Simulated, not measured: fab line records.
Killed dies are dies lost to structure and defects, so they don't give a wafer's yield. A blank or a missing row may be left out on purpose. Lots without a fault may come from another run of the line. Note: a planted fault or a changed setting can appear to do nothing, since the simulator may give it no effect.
Which tool was responsible? + flow sfq_line + 14 lots with 42 wafers sampled at 6 steps, on a route of 325 steps

== WHAT THE GAUGES READ, wafer by wafer ==
SFQ_JJ_RS_MEAS_929: uses a four-point probe to measure.
| lot  | measured     | on            | JJ_NB_RS (ohm/sq) |
|------|--------------|---------------|-------------------|
| L189 | day 37 13:29 | film_metro-03 | 1.042 1.035 1.054 |
| L190 | day 37 21:53 | film_metro-03 | 1.041 1.045 1.048 |
| L191 | day 38 05:07 | film_metro-01 | 1.065 1.064 1.057 |
| L193 | day 38 15:55 | film_metro-01 | 1.050 1.058 1.055 |
| L199 | day 41 22:05 | film_metro-01 | 1.048 1.053 1.068 |
| L201 | day 42 13:37 | film_metro-01 | 1.037 1.039 1.033 |
| L202 | day 42 23:50 | film_metro-01 | 1.042 1.049 1.047 |
| L203 | day 44 14:49 | film_metro-03 | 1.048 1.043 1.042 |
| L204 | day 50 16:19 | film_metro-01 | 1.052 1.051 1.040 |
| L205 | day 51 06:45 | film_metro-03 | 1.027 1.041 1.048 |
| L207 | day 51 19:30 | film_metro-01 | 1.046 1.040 1.043 |
| L208 | day 52 16:41 | film_metro-01 | 1.072 1.057 1.056 |
| L209 | day 53 03:05 | film_metro-01 | 1.064 1.060 1.056 |
| L211 | day 53 20:25 | film_metro-03 | 1.037 1.044 1.044 |

SFQ_M7_RS_MEAS_943: uses a four-point probe to measure.
| lot  | measured     | on            | M7_NB_RS (ohm/sq) |
|------|--------------|---------------|-------------------|
| L189 | day 70 06:52 | film_metro-04 | 0.875 0.889 0.884 |
| L190 | day 70 19:16 | film_metro-04 | 0.437 0.438 0.440 |
| L191 | day 71 03:25 | film_metro-02 | 0.886 0.882 0.880 |
| L193 | day 71 09:38 | film_metro-01 | 0.897 0.897 0.896 |
| L199 | day 73 12:57 | film_metro-01 | 0.440 0.440 0.443 |
| L201 | day 74 03:14 | film_metro-02 | 0.883 0.877 0.886 |
| L202 | day 74 06:38 | film_metro-04 | 0.899 0.899 0.907 |
| L203 | day 74 11:28 | film_metro-01 | 0.900 0.899 0.886 |
| L204 | day 75 15:40 | film_metro-01 | 0.895 0.893 0.892 |
| L205 | day 75 23:01 | film_metro-04 | 0.896 0.888 0.890 |
| L207 | day 77 14:45 | film_metro-02 | 0.900 0.893 0.891 |
| L208 | day 77 17:05 | film_metro-01 | 0.888 0.883 0.893 |
| L209 | day 77 19:31 | film_metro-02 | 0.891 0.891 0.893 |
| L211 | day 78 02:43 | film_metro-01 | 0.889 0.892 0.899 |

SFQ_I7_OVL_MEAS_947.
| lot  | measured     | on         | I7_OVL (nm) |
|------|--------------|------------|-------------|
| L189 | day 70 20:49 | overlay-02 | -1 2 3      |
| L190 | day 71 10:26 | overlay-01 | -3 -6 -5    |
| L191 | day 71 19:15 | overlay-02 | -6 -9 -6    |
| L193 | day 71 22:51 | overlay-02 | -3 -2 -3    |
| L199 | day 77 16:23 | overlay-02 | 1 -4 -1     |
| L201 | day 78 10:12 | overlay-01 | 3 -2 1      |
| L202 | day 78 11:24 | overlay-01 | 4 5 1       |
| L203 | day 78 19:41 | overlay-01 | 1 -1 -2     |
| L204 | day 79 20:58 | overlay-02 | 0 7 9       |
| L205 | day 80 00:58 | overlay-01 | 7 8 4       |
| L207 | day 81 12:22 | overlay-02 | 1 -1 0      |
| L208 | day 81 15:28 | overlay-02 | 10 6 3      |
| L209 | day 81 17:53 | overlay-01 | 6 8 10      |
| L211 | day 82 00:34 | overlay-01 | -6 -1 -8    |

== EACH LOT AND THE TOOL THAT RAN IT (in order: tool; ch and the chambers of the sampled wafers; start) ==
| lot  | SFQ_TRILAYER_M6_ETCH_METAL_ETCH_162 | SFQ_TRILAYER_M7_DEP_SPUTTER_175 | SFQ_TRILAYER_M7_ETCH_METAL_ETCH_180 |
|------|-------------------------------------|---------------------------------|-------------------------------------|
| L189 | rie_metal-03 ch 0,1, day 65 03:41   | pvd_sputter-04, day 70 06:47    | rie_metal-03 ch 0,1, day 70 09:24   |
| L190 | rie_metal-01 ch 0,1, day 65 19:17   | pvd_sputter-05, day 70 18:55    | rie_metal-02 ch 0,1, day 70 22:14   |
| L191 | rie_metal-04 ch 0,1, day 66 06:05   | pvd_sputter-04, day 71 03:19    | rie_metal-03 ch 0,1, day 71 05:55   |
| L193 | rie_metal-01 ch 0,1, day 66 15:41   | pvd_sputter-04, day 71 09:31    | rie_metal-03 ch 1, day 71 12:08     |
| L199 | rie_metal-03 ch 0,1, day 69 05:56   | pvd_sputter-06, day 73 12:32    | rie_metal-03 ch 0,1, day 77 08:51   |
| L201 | rie_metal-03 ch 0,1, day 70 02:17   | pvd_sputter-04, day 74 03:09    | rie_metal-02 ch 0,1, day 77 23:18   |
| L202 | rie_metal-01 ch 0,1, day 70 07:07   | pvd_sputter-06, day 74 06:32    | rie_metal-02 ch 0,1, day 78 03:18   |
| L203 | rie_metal-03 ch 0,1, day 70 11:56   | pvd_sputter-06, day 74 11:20    | rie_metal-02 ch 0,1, day 78 10:40   |
| L204 | rie_metal-03 ch 0,1, day 71 14:25   | pvd_sputter-04, day 75 15:35    | rie_metal-02 ch 0,1, day 79 10:37   |
| L205 | rie_metal-03 ch 0,1, day 71 16:49   | pvd_sputter-05, day 75 22:54    | rie_metal-01 ch 0, day 79 14:13     |
| L207 | rie_metal-03 ch 0,1, day 73 12:23   | pvd_sputter-06, day 77 14:36    | rie_metal-03 ch 0,1, day 81 03:00   |
| L208 | rie_metal-04 ch 0,1, day 73 14:44   | pvd_sputter-04, day 77 17:00    | rie_metal-03 ch 0,1, day 81 05:22   |
| L209 | rie_metal-01 ch 0,1, day 73 16:17   | pvd_sputter-05, day 77 19:24    | rie_metal-01 ch 0, day 81 06:40     |
| L211 | rie_metal-01 ch 1, day 74 00:40     | pvd_sputter-05, day 78 02:37    | rie_metal-02 ch 0,1, day 81 12:34   |
- SFQ_TRILAYER_M6_ETCH_METAL_ETCH_162: etches Nb in Cl2/Ar, stops on SiO2, target depth 240 nm, time 120 s.
- SFQ_TRILAYER_M7_DEP_SPUTTER_175: material Nb, target thk 200 nm, time 133.3 s.
- SFQ_TRILAYER_M7_ETCH_METAL_ETCH_180: etches Nb in Cl2/Ar, stops on SiO2, target depth 240 nm, time 120 s.

== WHAT THE TOOLS THEMSELVES READ (means of the sampled wafers that have a number; where no wafer has one, the mark that the record gives instead) ==
SFQ_TRILAYER_M6_ETCH_METAL_ETCH_162.
| lot  | tool         | drypump_motor_current_A (A) | oes_product_au (a.u.) |
|------|--------------|-----------------------------|-----------------------|
| L189 | rie_metal-03 | 5.43                        | 0.893                 |
| L190 | rie_metal-01 | 5.75                        | 0.895                 |
| L191 | rie_metal-04 | 5.97                        | 0.897                 |
| L193 | rie_metal-01 | 5.62                        | 0.897                 |
| L199 | rie_metal-03 | 5.37                        | 0.902                 |
| L201 | rie_metal-03 | 5.44                        | 0.899                 |
| L202 | rie_metal-01 | 5.76                        | 0.890                 |
| L203 | rie_metal-03 | 5.34                        | 0.896                 |
| L204 | rie_metal-03 | 5.43                        | 0.899                 |
| L205 | rie_metal-03 | 5.38                        | 0.894                 |
| L207 | rie_metal-03 | 5.35                        | 0.892                 |
| L208 | rie_metal-04 | 5.96                        | 0.898                 |
| L209 | rie_metal-01 | 5.76                        | 0.907                 |
| L211 | rie_metal-01 | 5.46                        | 0.895                 |

SFQ_TRILAYER_M7_DEP_SPUTTER_175.
| lot  | tool           | throttle_valve_pct (%) |
|------|----------------|------------------------|
| L189 | pvd_sputter-04 | 31.5                   |
| L190 | pvd_sputter-05 | 30.6                   |
| L191 | pvd_sputter-04 | 31.2                   |
| L193 | pvd_sputter-04 | 30.1                   |
| L199 | pvd_sputter-06 | 31.5                   |
| L201 | pvd_sputter-04 | 31.4                   |
| L202 | pvd_sputter-06 | 29.9                   |
| L203 | pvd_sputter-06 | 31.0                   |
| L204 | pvd_sputter-04 | 32.1                   |
| L205 | pvd_sputter-05 | 29.8                   |
| L207 | pvd_sputter-06 | 31.0                   |
| L208 | pvd_sputter-04 | 31.2                   |
| L209 | pvd_sputter-05 | 30.4                   |
| L211 | pvd_sputter-05 | 30.4                   |

SFQ_TRILAYER_M7_ETCH_METAL_ETCH_180.
| lot  | tool         | drypump_motor_current_A (A) | oes_product_au (a.u.) |
|------|--------------|-----------------------------|-----------------------|
| L189 | rie_metal-03 | 5.4                         | 0.896                 |
| L190 | rie_metal-02 | 5.2                         | 0.991                 |
| L191 | rie_metal-03 | 5.4                         | 0.893                 |
| L193 | rie_metal-03 | 5.3                         | 0.892                 |
| L199 | rie_metal-03 | 5.4                         | 1.008                 |
| L201 | rie_metal-02 | 4.9                         | 0.897                 |
| L202 | rie_metal-02 | 5.2                         | 0.891                 |
| L203 | rie_metal-02 | 5.2                         | 0.890                 |
| L204 | rie_metal-02 | 4.9                         | 0.890                 |
| L205 | rie_metal-01 | 5.9                         | 0.888                 |
| L207 | rie_metal-03 | 5.4                         | 0.887                 |
| L208 | rie_metal-03 | 5.4                         | 0.898                 |
| L209 | rie_metal-01 | 5.9                         | 0.889                 |
| L211 | rie_metal-02 | 4.9                         | 0.892                 |

== THE ANSWER, worked out from the rows above alone ==
Rule: the usual values come from the lots themselves. Put in order of their means at a reading, lots are off if they are a third of the lots or fewer, leave a main group of 4 or more, and stand apart from it by a gap of 3 or more times the standard deviation of the main group's means; of several such gaps the widest counts. A main group is skipped when, at the precision printed for the reading in the tables above, its means are all equal. Also off: a lot with no number at a reading for which 4 or more lots have one. Any other lot the step has rows for is counted as sound. First the gauges in route order, then the tools' own readings, where a lot's mean is used as printed above. The first step at which some lot is off is used, and at that step the reading that is off furthest; a lot without a number counts as furthest.
Off: L190, L199, seen at SFQ_M7_RS_MEAS_943 (M7_NB_RS). The main group has a mean of 0.891 ohm/sq with a standard deviation of 0.0059.
If a tool, at a process step before that reading, ran all the lots that are off and no sound lot after the first of them, it fits. The gauges at SFQ_M7_RS_MEAS_943 aren't tried: what is off there is off at SFQ_TRILAYER_M7_ETCH_METAL_ETCH_180 too, on other tools, and a gauge's error can't cause that. No candidate that was tried fits.

== WHAT THE SIMULATOR HAD PUT IN ==
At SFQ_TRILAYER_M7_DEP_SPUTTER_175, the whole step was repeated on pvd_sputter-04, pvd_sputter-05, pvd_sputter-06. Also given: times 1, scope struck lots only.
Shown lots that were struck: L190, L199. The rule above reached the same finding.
